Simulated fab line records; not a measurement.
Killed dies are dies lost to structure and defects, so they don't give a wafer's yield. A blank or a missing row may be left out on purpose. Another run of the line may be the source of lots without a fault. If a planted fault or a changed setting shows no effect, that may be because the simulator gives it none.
Which tool is to blame? -- flow gf180mcu -- 24 lots with 72 wafers sampled at 4 steps, on a route of 602 steps

WHAT THE GAUGES READ, wafer by wafer
GF_V1_THK_MEAS_25: measures by xrf. Usual: V1_W_THK gives 354 nm (standard deviation 4.8).
lot,measured,on,V1_W_THK (nm),flag
L074,day 18 02:26,film_metro-04,352 352 353,
L075,day 18 12:34,film_metro-04,345 348 356,
L076,day 19 03:52,film_metro-02,351 359 354,
L077,day 19 06:52,film_metro-02,358 358 359,
L078,day 19 22:50,film_metro-03,360 355 358,
L079,day 20 10:28,film_metro-02,359 355 358,
L080,day 20 20:47,film_metro-03,356 357 356,
L081,day 21 02:14,film_metro-02,353 351 361,
L082,day 21 07:28,film_metro-02,345 356 344,
L083,day 21 19:08,film_metro-03,353 355 350,
L084,day 22 01:22,film_metro-02,363 356 361,
L085,day 22 06:28,film_metro-03,357 353 363,
L086,day 22 23:13,film_metro-02,356 356 350,
L087,day 23 03:58,film_metro-02,358 355 356,
L088,day 23 10:46,film_metro-04,356 350 358,
L089,day 23 17:36,film_metro-03,349 354 347,
L090,day 24 02:12,film_metro-04,356 348 352,
L091,day 24 08:01,film_metro-04,350 348 349,
L092,day 24 16:40,film_metro-02,361 361 353,
L093,day 25 00:11,film_metro-02,354 347 358,
L094,day 25 10:47,film_metro-03,354 355 352,
L095,day 25 14:11,film_metro-04,350 357 355,
L096,day 25 17:51,film_metro-02,348 350 345,
L097,day 26 05:39,film_metro-03,343 346 343,

GF_V2_THK_MEAS_03. Usual: V2_CVD_02_THK gives 846 nm (standard deviation 11).
lot,measured,on,V2_CVD_02_THK (nm),flag
L074,day 19 04:17,film_metro-03,821 839 854,
L075,day 19 15:08,film_metro-01,835 850 851,
L076,day 20 05:59,film_metro-01,833 855 842,
L077,day 20 09:08,film_metro-04,836 828 863,
L078,day 21 01:31,film_metro-03,839 861 834,
L079,day 21 12:20,film_metro-04,844 855 867,
L080,day 21 22:21,film_metro-01,845 858 847,
L081,day 22 03:11,film_metro-03,831 858 849,
L082,day 22 08:32,film_metro-04,846 853 852,
L083,day 22 20:04,film_metro-01,846 857 849,
L084,day 23 02:33,film_metro-01,844 849 863,
L085,day 23 07:34,film_metro-01,836 848 844,
L086,day 23 23:59,film_metro-03,825 849 841,
L087,day 24 04:15,film_metro-03,827 844 837,
L088,day 24 10:39,film_metro-01,854 848 878,
L089,day 24 17:50,film_metro-01,832 839 855,
L090,day 25 02:50,film_metro-03,849 828 844,
L091,day 25 07:39,film_metro-01,855 839 871,
L092,day 25 15:29,film_metro-01,850 839 856,
L093,day 25 23:25,film_metro-01,834 839 856,
L094,day 26 09:34,film_metro-04,862 866 850,
L095,day 26 13:12,film_metro-03,833 838 853,
L096,day 26 16:20,film_metro-04,850 842 852,
L097,day 27 03:41,film_metro-04,836 845 846,

GF_V2_THK_MEAS_25: measures by xrf. Usual: V2_W_THK gives 352 nm (standard deviation 5.5).
lot,measured,on,V2_W_THK (nm),flag
L074,day 20 06:18,film_metro-04,349 356 352,
L075,day 20 16:41,film_metro-01,355 353 353,
L076,day 21 07:56,film_metro-04,356 347 354,
L077,day 21 11:32,film_metro-03,348 356 356,
L078,day 22 02:59,film_metro-01,359 359 349,
L079,day 22 13:25,film_metro-04,347 349 344,
L080,day 22 22:58,film_metro-03,354 354 354,
L081,day 23 04:29,film_metro-04,352 347 355,
L082,day 23 08:56,film_metro-01,356 355 353,
L083,day 23 21:16,film_metro-04,342 347 350,
L084,day 24 02:40,film_metro-04,351 354 357,
L085,day 24 07:28,film_metro-01,353 350 363,
L086,day 24 23:44,film_metro-03,345 355 347,
L087,day 25 03:58,film_metro-01,361 351 353,
L088,day 25 10:08,film_metro-01,349 359 350,
L089,day 25 17:38,film_metro-04,349 360 354,
L090,day 26 02:05,film_metro-03,345 341 346,
L091,day 26 06:37,film_metro-01,359 364 355,
L092,day 26 14:37,film_metro-01,361 348 353,
L093,day 26 22:08,film_metro-03,345 340 348,
L094,day 27 07:38,film_metro-04,356 362 358,
L095,day 27 11:39,film_metro-01,352 353 345,
L096,day 27 13:55,film_metro-01,347 354 348,
L097,day 28 01:22,film_metro-03,356 344 349,

EACH LOT AND THE TOOL THAT RAN IT (in order: tool; ch and the chambers of the sampled wafers; start)
lot,GF_V2_SPUTTER_21
L074,"pvd_sputter-04, day 20 05:58"
L075,"pvd_sputter-02, day 20 16:21"
L076,"pvd_sputter-01, day 21 07:36"
L077,"pvd_sputter-04, day 21 11:12"
L078,"pvd_sputter-02, day 22 02:37"
L079,"pvd_sputter-02, day 22 13:04"
L080,"pvd_sputter-04, day 22 22:37"
L081,"pvd_sputter-04, day 23 04:08"
L082,"pvd_sputter-02, day 23 08:37"
L083,"pvd_sputter-02, day 23 20:55"
L084,"pvd_sputter-04, day 24 02:19"
L085,"pvd_sputter-02, day 24 07:07"
L086,"pvd_sputter-02, day 24 23:24"
L087,"pvd_sputter-04, day 25 03:32"
L088,"pvd_sputter-04, day 25 09:47"
L089,"pvd_sputter-02, day 25 17:17"
L090,"pvd_sputter-01, day 26 01:45"
L091,"pvd_sputter-02, day 26 06:16"
L092,"pvd_sputter-02, day 26 14:16"
L093,"pvd_sputter-01, day 26 21:47"
L094,"pvd_sputter-01, day 27 07:17"
L095,"pvd_sputter-02, day 27 11:19"
L096,"pvd_sputter-02, day 27 13:35"
L097,"pvd_sputter-04, day 28 01:01"
- GF_V2_SPUTTER_21: material Ti, target thk 15 nm, time 80.02 s.

AS READ BY THE TOOLS THEMSELVES (means over the sampled wafers that have a number; for cases with no such wafer, the mark the record gives instead)
GF_V2_SPUTTER_21. Usual: throttle_valve_pct 30.4 %, standard deviation 0.81.
lot,tool,throttle_valve_pct (%),flag
L074,pvd_sputter-04,30.2,
L075,pvd_sputter-02,30.7,
L076,pvd_sputter-01,30.3,
L077,pvd_sputter-04,29.8,
L078,pvd_sputter-02,30.6,
L079,pvd_sputter-02,30.2,
L080,pvd_sputter-04,29.9,
L081,pvd_sputter-04,29.9,
L082,pvd_sputter-02,30.9,
L083,pvd_sputter-02,30.9,
L084,pvd_sputter-04,29.8,
L085,pvd_sputter-02,30.7,
L086,pvd_sputter-02,31.1,
L087,pvd_sputter-04,30.0,
L088,pvd_sputter-04,30.1,
L089,pvd_sputter-02,31.1,
L090,pvd_sputter-01,30.1,
L091,pvd_sputter-02,30.7,
L092,pvd_sputter-02,30.9,
L093,pvd_sputter-01,30.4,
L094,pvd_sputter-01,30.5,
L095,pvd_sputter-02,30.9,
L096,pvd_sputter-02,30.7,
L097,pvd_sputter-04,29.2,

THE ANSWER, worked out from the rows above alone
Rule: take the mean of a lot's wafers that have a number; if it is more than 3 standard deviations from the usual mean, the lot is off. A lot without any number at a reading at which 4 lots or more have one is off too. Any other lot the step has rows for is counted as sound. After the gauges, taken in route order, come the tools' own readings; for these a lot's mean is taken, as printed above. The first step at which some lot is off is used, and at that step the reading that is off furthest; a lot without a number counts as furthest.
None of the lots is off at any reading shown; this tells nothing.

WHAT WAS PUT IN BY THE SIMULATOR
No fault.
